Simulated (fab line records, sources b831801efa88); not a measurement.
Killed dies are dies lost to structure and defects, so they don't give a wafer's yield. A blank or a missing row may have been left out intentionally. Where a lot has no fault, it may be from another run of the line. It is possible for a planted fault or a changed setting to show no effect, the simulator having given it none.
fab line records	flow sky130
record lots=4	wafers=12	lastDay=50
route steps=708 shown POLY_CUT@317 SD_P@320 RES_XHIGH@332 SD_N@342 PAD_OPEN@708
lots with no fault: from the same line, run without faults
startH: the number of hours between the record's first day and the start of the first shown wafer of the lot	waitH: hours from the lot's prior step to this one	" repeats the value in the row above	L1.1+2: a row that stands for several wafers	- no value, or no start given	* or withheld: withheld	< > ~ a bound
route shown NAME@n: a module of which the file shows steps, and the number in the route of the first	usual: average and standard deviation across the fault-free wafers	same: alike in all rows	chamber/n: place in a boat	sites: per-site readings	_std_site: how widely they spread, as a standard deviation	_edge_site: outer sites' mean less inner sites'	radiusMm: for every site, how far away it sits from the centre of the wafer	mask NAME#n: copy n	behind: tool/chamber where the wafer was last shaped	hold: why the lot went on hold/how many hours it stayed there/how the hold came to an end	device: names the non-switching transistor (n, p or np)	end of line: the tests these same wafers got at the end of their route	where a step has no rows: the recipe by itself	killed: at the first sort, the dies lost to defects and structure; wafer yield is something else	map: per-die view of a wafer (x killed, . not killed, _ where there is no die)
set.NAME: the setting that was run; set.NAME@STEP: the one run at that earlier step	model.NAME: the simulator's own value behind a step, which no gauge read
lots seen at some steps along the route; tables by step, rows by wafer
services: when a tool's chamber went out of use (startH, in hours from the record's first day, below 0 if earlier), for how many hours, and the reason
## steps
# step SKY_POLY_CUT_ETCH_10
# recipe chemistry=N2/H2	target=BARC	ionEnergyEv=200	sourceW=500	biasW=100	pressureMtorr=30	n2FlowSccm=100	h2FlowSccm=200	stopOn=SiO2	timeS=45.9	targetDepthA=600
# step SKY_POLY_CUT_ETCH_11
# recipe target=Si3N4	chemistry=CF4/CH2F2/Ar	stopOn=poly-Si	sourceW=600	biasW=150	pressureMtorr=40	cf4FlowSccm=40	ch2f2FlowSccm=20	Ar_flow_sccm=150	timeS=42.5	targetDepthA=600
# step SKY_POLY_CUT_STRIP_12
# recipe chemistry=O2/N2	powerW=1400	pressureMtorr=1500	platenTempC=withheld	o2FlowSccm=3000	n2FlowSccm=300	overashFraction=0.5
# step SKY_SD_P_DEHYDRATE_00
# recipe tempC=200	timeS=60
# step SKY_SD_P_HMDS_01
# recipe primeTimeS=60	primeTempC=120
# step SKY_SD_P_COAT_02
# recipe resist=NOVOLAK	spinRpm=3000	resistThkNm=1140
# step SKY_SD_P_SOFTBAKE_03
# recipe tempC=90	timeS=60	resist=NOVOLAK
# step SKY_SD_P_EXPOSE_04
# recipe maskId=PSDM	na=0.6	sourceShape=conventional	sigmaOuter=0.6	polarization=unpolarized	targetCdNm=380	doseMj=138
# step SKY_SD_P_PEB_05
# recipe tempC=withheld	timeS=*	resist=NOVOLAK
# step SKY_SD_P_DEVELOP_06
# recipe resist=NOVOLAK	developer=TMAH	developTimeS=60	devTempC=23
# step SKY_SD_P_IMPLANT_09
# recipe species=BF2	energyKev=20	doseCm2=3e+15	tiltDeg=0
# usual beamEnergyKeV=19.999/0.0068
lot.wafer	tool	chamber	startH	waitH	beamEnergyKeV	model.implant.rpNm	model.implant.drpNm
L262.2	implanter-01	0	696.75	0.0	20.000	17.11	9.746
L262.4	"	0	"	"	19.993	17.11	9.746
L262.6	"	0	"	"	19.990	17.11	9.746
L266.3	implanter-03	0	722.98	0.1	20.003	17.28	9.746
L266.4	"	0	"	"	20.001	17.28	9.746
L266.5	"	0	"	"	20.003	17.28	9.746
L267.2	implanter-01	0	736.48	0.0	25.970	21.79	11.71
L267.4	"	0	"	"	25.966	21.79	11.71
L267.5	"	0	"	"	25.979	21.79	11.71
L269.2	implanter-01	0	751.75	0.0	25.976	21.81	11.71
L269.4	"	0	"	"	25.975	21.81	11.71
L269.5	"	0	"	"	25.979	21.81	11.71
# step SKY_SD_P_STRIP_10
# recipe chemistry=O2/N2	powerW=1400	pressureMtorr=1500	platenTempC=withheld	o2FlowSccm=3000	n2FlowSccm=300	overashFraction=0.5
# usual drypumpMotorCurrentA=6.2/0.35	oesProductAu=0.618/0.0045	stripTimeToEndpointS=17.48/0.035
# same overashFraction=0.5
lot.wafer	tool	chamber	startH	waitH	drypumpMotorCurrentA	oesProductAu	rfHoursCounterH	stripTimeToEndpointS
L262.2	plasmaAsher-01	1	696.88	0.1	5.8	0.611	59	17.53
L262.4	"	0	"	"	6.7	0.613	-	17.52
L262.6	"	1	"	"	5.8	0.619	-	17.46
L266.3	plasmaAsher-03	0	723.11	0.1	5.9	0.618	-	17.44
L266.4	"	1	"	"	6.2	0.616	-	17.41
L266.5	"	1	"	"	6.2	0.619	-	17.47
L267.2	plasmaAsher-01	1	736.61	0.1	5.8	0.606	63	18.35
L267.4	"	1	"	"	5.8	0.594	-	18.40
L267.5	"	1	"	"	5.8	0.604	-	18.36
L269.2	plasmaAsher-01	0	751.88	0.1	6.6	0.602	65	18.39
L269.4	"	0	"	"	6.6	0.599	-	18.36
L269.5	"	1	"	"	5.8	0.599	-	18.42
# step SKY_SD_P_TW_MEAS_11
# usual SD_P_TW=2846/34
lot.wafer	tool	chamber	startH	waitH	SD_P_TW
L262.2	filmMetro-04	-	696.99	0.1	2899
L262.4	"	-	"	"	2899
L262.6	"	-	"	"	2898
L266.3	filmMetro-03	-	723.20	0.1	2839
L266.4	"	-	"	"	2820
L266.5	"	-	"	"	2840
L267.2	filmMetro-01	-	736.72	0.1	3011
L267.4	"	-	"	"	3021
L267.5	"	-	"	"	3029
L269.2	filmMetro-01	-	751.99	0.1	3022
L269.4	"	-	"	"	3004
L269.5	"	-	"	"	3033
# step SKY_RES_XHIGH_DEHYDRATE_00
# recipe tempC=200	timeS=60
# step SKY_RES_XHIGH_HMDS_01
# recipe primeTimeS=60	primeTempC=120
# step SKY_RES_XHIGH_COAT_02
# recipe resist=NOVOLAK	spinRpm=3000	resistThkNm=1140
# step SKY_RES_XHIGH_SOFTBAKE_03
# recipe tempC=90	timeS=60	resist=NOVOLAK
# step SKY_RES_XHIGH_EXPOSE_04
# recipe maskId=URPM	na=0.6	sourceShape=conventional	sigmaOuter=0.6	polarization=unpolarized	targetCdNm=1270	doseMj=140
# step SKY_RES_XHIGH_PEB_05
# recipe tempC=withheld	timeS=*	resist=NOVOLAK
# step SKY_RES_XHIGH_DEVELOP_06
# recipe resist=NOVOLAK	developer=TMAH	developTimeS=60	devTempC=23
# step SKY_RES_XHIGH_IMPLANT_07
# recipe species=BF2	energyKev=20	doseCm2=3.6e+14	tiltDeg=0
# step SKY_RES_XHIGH_STRIP_08
# recipe chemistry=O2/N2	powerW=1400	pressureMtorr=1500	platenTempC=withheld	o2FlowSccm=3000	n2FlowSccm=300	overashFraction=0.5
# step SKY_SD_N_DEHYDRATE_00
# recipe tempC=200	timeS=60
# step SKY_SD_N_HMDS_01
# recipe primeTimeS=60	primeTempC=120
# step SKY_SD_N_COAT_02
# recipe resist=NOVOLAK	spinRpm=3000	resistThkNm=1140
# step SKY_SD_N_SOFTBAKE_03
# recipe tempC=90	timeS=60	resist=NOVOLAK
# step SKY_SD_N_EXPOSE_04
# recipe maskId=NSDM	na=0.6	sourceShape=conventional	sigmaOuter=0.6	polarization=unpolarized	targetCdNm=380	doseMj=141
# step SKY_SD_N_PEB_05
# recipe tempC=withheld	timeS=*	resist=NOVOLAK
# step SKY_SD_N_DEVELOP_06
# recipe resist=NOVOLAK	developer=TMAH	developTimeS=60	devTempC=23
# step SKY_SD_N_IMPLANT_09
# recipe species=As	energyKev=50	doseCm2=4e+15	tiltDeg=0
# step SKY_SD_N_IMPLANT_10
# recipe species=P	energyKev=20	doseCm2=1e+14	tiltDeg=0
# step SKY_SD_N_STRIP_11
# recipe chemistry=O2/N2	powerW=1400	pressureMtorr=1500	platenTempC=withheld	o2FlowSccm=3000	n2FlowSccm=300	overashFraction=0.5
# step SKY_SD_N_CLEAN_13
# recipe chemistry=SC1/SC2	mix=1:4:20	tempC=70	timeS=150	dry=n2Spin
# step SKY_SD_N_RTA_14
# recipe tempC=1075	timeS=2	idleTempC=650	rampUpCPerS=150	rampDownCPerS=90	ambient=N2
# step SKY_SD_N_RS_MEAS_17
# recipe thkMeasGauge=four-point-probe
# usual SD_P_RS=147.2/0.44
lot.wafer	tool	chamber	startH	waitH	SD_P_RS[ohm/sq]
L262.2	filmMetro-01	-	753.69	0.1	147.7
L262.4	"	-	"	"	147.9
L262.6	"	-	"	"	147.6
L266.3	filmMetro-01	-	779.52	0.1	147.6
L266.4	"	-	"	"	147.6
L266.5	"	-	"	"	148.0
L267.2	filmMetro-01	-	792.10	0.1	129.4
L267.4	"	-	"	"	129.8
L267.5	"	-	"	"	130.1
L269.2	filmMetro-03	-	807.10	0.1	129.2
L269.4	"	-	"	"	129.3
L269.5	"	-	"	"	128.9
# step SKY_PAD_OPEN_PROBE_99
# usual killed_at_M0_to_M3=44/7.4	killed_at_M4_up=3.0/1.8	killedAtContacts=24/5.1	killedAtFrontEnd=15/4.3	killedAtOther=0.3/0.54	killedDies=86/9.9	killedOpen=47/7.1	killedShort=38/6.7
# same grossDies=492	killedAtBackSide=0
lot.wafer	tool	chamber	startH	waitH	killed_at_M0_to_M3	killed_at_M4_up	killedAtContacts	killedAtFrontEnd	killedAtOther	killedDies	killedOpen	killedShort	model.etest.pfet_01v8.rOnOhmUm	model.etest.resPdiff.lineOhmUm	model.etest.resPdiffHv.rsOhmSq	model.etest.resPdiff.rsOhmSq	model.etest.pfet_01v8.driveUaUm	model.etest.sramPfetLatch.driveUaUm	model.etest.pfet_01v8_hvt.driveUaUm	model.etest.pfet_01v8_mvt.driveUaUm
L262.2	prober-02	-	1155.78	0.1	34	4	32	24	0	94	50	44	2809	1356	191.8	197.5	201.2	155	151.9	156.1
L262.4	prober-02	-	1155.88	0.2	38	3	23	24	0	88	57	31	2875	1371	193.4	200.5	196.2	146.7	146.6	152.8
L262.6	prober-02	-	1155.98	0.2	53	2	21	15	0	91	41	50	2831	1388	192.3	198.2	197.3	149.3	148.2	155.3
L266.3	prober-02	-	1173.04	0.2	42	3	15	16	0	76	48	28	3034	1356	191	198.2	180.5	135.4	135.1	143.9
L266.4	prober-02	-	1173.09	0.2	51	5	22	17	0	95	51	44	3052	1392	192.6	198.5	182.1	132.4	134.8	143.8
L266.5	prober-02	-	1173.14	0.2	49	4	30	23	1	107	52	54	2972	1389	190.7	196.8	183.5	133.4	137.7	146.9
L267.2	prober-01	-	1179.31	0.1	61	3	27	11	0	102	57	45	2709	1210	167.9	176.8	210.3	161.4	155.5	159.4
L267.4	prober-01	-	1179.41	0.2	40	2	27	10	0	79	46	33	2678	1214	166.5	175.8	212.1	156.4	157.7	161.4
L267.5	prober-01	-	1179.46	0.2	46	1	33	20	1	101	55	46	2700	1247	166.8	177.1	210.1	152.1	156.4	161.4
L269.2	prober-01	-	1191.09	0.1	53	1	17	18	0	89	35	54	2763	1202	167.9	175.9	204.9	152.4	154.3	157.1
L269.4	prober-01	-	1191.19	0.2	66	1	17	18	0	102	52	50	2766	1213	166.6	174.6	203.4	149.3	152.8	153.2
L269.5	prober-01	-	1191.24	0.2	45	3	25	13	0	86	44	42	2713	1224	166.3	174.8	207.7	148.6	154.5	156.2
# killed by level:class
L262.2 VIA1:geometricParticle:open=12 CONTACT:geometricParticle:open=9 LI_CONTACT:geometricParticle:open=9 FIELD_ISO:geometricParticle:short=8 POLY_GATE:geometricParticle:open=6 CONTACT:geometricParticle:short=6 LOCAL_INTERCONNECT:geometricParticle:short=5 VIA1:geometricParticle:short=5
L262.4 VIA1:geometricParticle:open=13 FIELD_ISO:geometricParticle:open=8 LI_CONTACT:geometricParticle:open=8 CONTACT:geometricParticle:open=8 VIA2:geometricParticle:open=6 FIELD_ISO:geometricParticle:short=4 POLY_GATE:geometricParticle:open=4 METAL1:geometricParticle:short=4
L262.6 VIA1:geometricParticle:open=12 VIA1:geometricParticle:short=8 CONTACT:geometricParticle:open=7 METAL1:geometricParticle:short=7 FIELD_ISO:geometricParticle:open=5 METAL3:geometricParticle:short=5 METAL2:geometricParticle:short=5 VIA2:geometricParticle:open=5
L266.3 VIA3:geometricParticle:open=9 VIA1:geometricParticle:open=8 CONTACT:geometricParticle:open=7 LI_CONTACT:geometricParticle:open=6 VIA2:geometricParticle:open=6 POLY_GATE:geometricParticle:short=5 FIELD_ISO:geometricParticle:open=4 VIA2:geometricParticle:short=4
L266.4 VIA3:geometricParticle:open=13 VIA1:geometricParticle:open=9 METAL2:geometricParticle:short=9 FIELD_ISO:geometricParticle:open=7 CONTACT:geometricParticle:open=6 VIA1:geometricParticle:short=5 LI_CONTACT:geometricParticle:open=5 POLY_GATE:geometricParticle:short=4
L266.5 METAL1:geometricParticle:short=11 CONTACT:geometricParticle:open=9 LI_CONTACT:geometricParticle:open=9 VIA1:geometricParticle:open=9 CONTACT:geometricParticle:short=8 FIELD_ISO:geometricParticle:short=7 FIELD_ISO:geometricParticle:open=7 METAL2:geometricParticle:short=5
L267.2 VIA1:geometricParticle:open=12 CONTACT:geometricParticle:open=11 VIA2:geometricParticle:open=9 VIA3:geometricParticle:open=8 METAL2:geometricParticle:short=7 LI_CONTACT:geometricParticle:open=6 METAL1:geometricParticle:short=5 VIA1:geometricParticle:short=5
L267.4 CONTACT:geometricParticle:open=13 VIA1:geometricParticle:open=9 VIA3:geometricParticle:open=7 VIA1:geometricParticle:short=6 LOCAL_INTERCONNECT:geometricParticle:short=6 VIA2:geometricParticle:open=6 CONTACT:geometricParticle:short=5 METAL2:geometricParticle:short=5
L267.5 CONTACT:geometricParticle:open=16 METAL2:geometricParticle:short=11 VIA1:geometricParticle:open=9 CONTACT:geometricParticle:short=7 POLY_GATE:geometricParticle:open=6 VIA3:geometricParticle:open=5 VIA2:geometricParticle:open=5 VIA2:geometricParticle:short=5
L269.2 METAL2:geometricParticle:short=10 METAL1:geometricParticle:short=8 POLY_GATE:geometricParticle:short=6 CONTACT:geometricParticle:open=6 VIA1:geometricParticle:short=6 VIA1:geometricParticle:open=6 VIA2:geometricParticle:open=6 VIA3:geometricParticle:open=6
L269.4 VIA1:geometricParticle:open=18 VIA3:geometricParticle:open=10 VIA1:geometricParticle:short=8 METAL2:geometricParticle:short=8 LI_CONTACT:geometricParticle:open=6 METAL1:geometricParticle:short=6 POLY_GATE:geometricParticle:short=5 CONTACT:geometricParticle:open=5
L269.5 CONTACT:geometricParticle:open=9 METAL1:geometricParticle:short=8 VIA1:geometricParticle:short=7 VIA1:geometricParticle:open=7 METAL2:geometricParticle:short=7 VIA3:geometricParticle:open=7 LI_CONTACT:geometricParticle:open=6 LOCAL_INTERCONNECT:geometricParticle:short=6
## services
tool	chamber	startH	hours	kind
implanter-01	-	677.77	8.0	repair
implanter-01	-	712.03	8.7	repair
implanter-01	-	740.53	4.0	pm
implanter-03	-	748.19	4.6	repair
## key
firstSign step=SKY_SD_P_IMPLANT_09	reading=beamEnergyKeV	direction=up	sigmas=99+	usual=*	struck=*
effect step=SKY_SD_P_STRIP_10	reading=stripTimeToEndpointS	direction=up	sigmas=26	usual=*	struck=*
effect step=SKY_SD_P_TW_MEAS_11	reading=SD_P_TW	direction=up	sigmas=5.1	usual=2846	struck=3020
effect step=SKY_SD_N_RS_MEAS_17	reading=SD_P_RS	direction=down	sigmas=41	usual=147.2	struck=129.4
modelEffect step=SKY_SD_P_IMPLANT_09	value=implant.rpNm	without=17.72	struck=21.8
modelEffect step=SKY_PAD_OPEN_PROBE_99	value=etest.pfet_01v8.rOnOhmUm	without=2881	struck=2721
metAt SKY_SD_P_IMPLANT_09
struckWafers L267.2,L267.4,L267.5,L269.2,L269.4,L269.5
testerLeftOut L267,L269
onsetBetween 696.75 736.48
fault kind=processParameterDrift	tool=implanter-01	chamber=-	onsetH=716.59	steps=SKY_SD_P_IMPLANT_09	channel=energyKev	offset=*	shape=step	endH=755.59	actsIn=*	stated=*
# testerLeftOut: of these lots the tester's yield and bins aren't shown, on N5 and GAA mostly nor the transistor test; their killed dies are dies lost to structure and defects alone, not to doping, threshold or leakage, so they don't give the yield
